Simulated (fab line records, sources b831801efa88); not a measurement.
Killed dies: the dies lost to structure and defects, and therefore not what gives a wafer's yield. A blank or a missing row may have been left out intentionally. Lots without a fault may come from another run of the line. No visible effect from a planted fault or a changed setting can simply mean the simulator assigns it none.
The same fault as seen by 2 desks | flow sky130 | each desk has only its own numbers; what lay behind them comes last

AT THE METROLOGY DESK
Lot by lot, what the gauges showed, no matter which tool ran the lot: averages of those sampled wafers that carry a number. The brackets show how far a lot's mean lies from the usual mean; more than 4 standard deviations puts the lot out of limits, marked OUT.
Columns: A = VT_ADJUST_LVTN_01_OVL at SKY_VT_ADJUST_LVTN_OVL_MEAS_18, usual 0.7 nm; B = cd_nm at SKY_SONOS_TUNNEL_CD_MEAS_07, usual 410.1 nm; C = GATE_OXIDE_OXIDATION_00_THK at SKY_GATE_OXIDE_THK_MEAS_02, usual 10.29 nm
lot  | first seen here | A    | B     | C
L903 | day 7 19:11     | 2.5  | 411.5 | 10.12
L904 | day 8 06:57     | 2.9  | 407.7 | 10.12
L906 | day 8 14:22     | -1.7 | 412.1 | 10.32
L907 | day 8 19:25     | 1.9  | 408.5 | 10.17
L908 | day 9 04:49     | 0.1  | 410.1 | 10.33
L909 | day 9 15:26     | -0.7 | 408.8 | 10.18
L910 | day 9 20:24     | -0.8 | 408.9 | 10.22
L919 | day 12 08:36    | 1.1  | 414.1 | 8.42 (-9.9) OUT
L920 | day 12 14:48    | -0.1 | 406.6 | 8.32 (-10) OUT
L922 | day 13 05:03    | 1.2  | 412.0 | 10.27
L923 | day 13 12:13    | -0.3 | 410.0 | 10.25
This desk reports L919, L920 out of limits; the earliest was L919 at day 18 07:47 (GATE_OXIDE_OXIDATION_00_THK at SKY_GATE_OXIDE_THK_MEAS_02). Within limits: L903, L904, L906, L907, L908, L909, L910, L922, L923.

DESK OF THE TOOL OWNER: furnace-02
The tool's own readings at SKY_GATE_OXIDE_OXIDATION_01 (stabilise 600 s, purge 300 s, target thk 10.268 nm): means of the sampled wafers that have a number, for each lot that ran on this tool. The brackets show how far a lot's mean lies from the usual mean; more than 4 standard deviations puts the lot out of limits, marked OUT. Readings shown: 7 out of 9 (the first out of limits, and those lying furthest out on some lot).
Columns: A = spike_tc_bottom_C at SKY_GATE_OXIDE_OXIDATION_01, usual 917.6 C; B = spike_tc_centre_C at SKY_GATE_OXIDE_OXIDATION_01, usual 900.1 C; C = spike_tc_lower_C at SKY_GATE_OXIDE_OXIDATION_01, usual 900.3 C; D = spike_tc_top_C at SKY_GATE_OXIDE_OXIDATION_01, usual 910.7 C; E = spike_tc_upper_C at SKY_GATE_OXIDE_OXIDATION_01, usual 900.2 C; F = tube_center_temp_C at SKY_GATE_OXIDE_OXIDATION_01, usual 900 C; G = tube_center_temp_C_max at SKY_GATE_OXIDE_OXIDATION_01, usual 902.3
lot  | first seen here | A               | B               | C               | D               | E               | F                     | G
L904 | day 13 07:10    | 918.2           | 901.0           | 901.2           | 909.8           | 899.5           | 900                   | 902.6
L906 | day 13 17:07    | 918.6           | 899.5           | 900.9           | 910.0           | 900.2           | 900                   | 902.4
L907 | day 13 22:55    | 918.6           | 900.1           | 900.8           | 910.4           | 900.7           | 900                   | 902.1
L908 | day 14 12:49    | 918.2           | 899.9           | 900.4           | 909.8           | 900.8           | 900                   | 902.3
L909 | day 14 23:14    | 918.2           | 899.7           | 900.2           | 910.5           | 900.4           | 900                   | 902.1
L919 | day 18 06:23    | 900.3 (-12) OUT | 881.0 (-19) OUT | 880.6 (-20) OUT | 891.9 (-12) OUT | 882.7 (-16) OUT | 881 (-99 or more) OUT | 883.8 (-50) OUT
L920 | day 19 02:02    | 899.6 (-12) OUT | 881.0 (-19) OUT | 881.5 (-19) OUT | 890.3 (-13) OUT | 881.9 (-17) OUT | 881 (-99 or more) OUT | 883.5 (-51) OUT
This desk finds L919, L920 out of limits, L919 being first, at day 18 06:23 (spike_tc_bottom_C at SKY_GATE_OXIDE_OXIDATION_01). Within limits: L904, L906, L907, L908, L909.

ALL TOGETHER
The tool owner's desk could have raised an alarm at day 18 06:23, on L919, L920.
Metrology desk: alarm possible at day 18 07:47 on L919, L920.
On furnace-02, each named lot ran SKY_GATE_OXIDE_OXIDATION_01.

WHAT WAS PUT IN BY THE SIMULATOR
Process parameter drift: furnace-02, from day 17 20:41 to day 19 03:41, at SKY_GATE_OXIDE_OXIDATION_01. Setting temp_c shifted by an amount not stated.
Struck lots among those shown: L919, L920.
Fault start to first reading out of limits, in hours, per desk: tool owner, 10; metrology, 11.
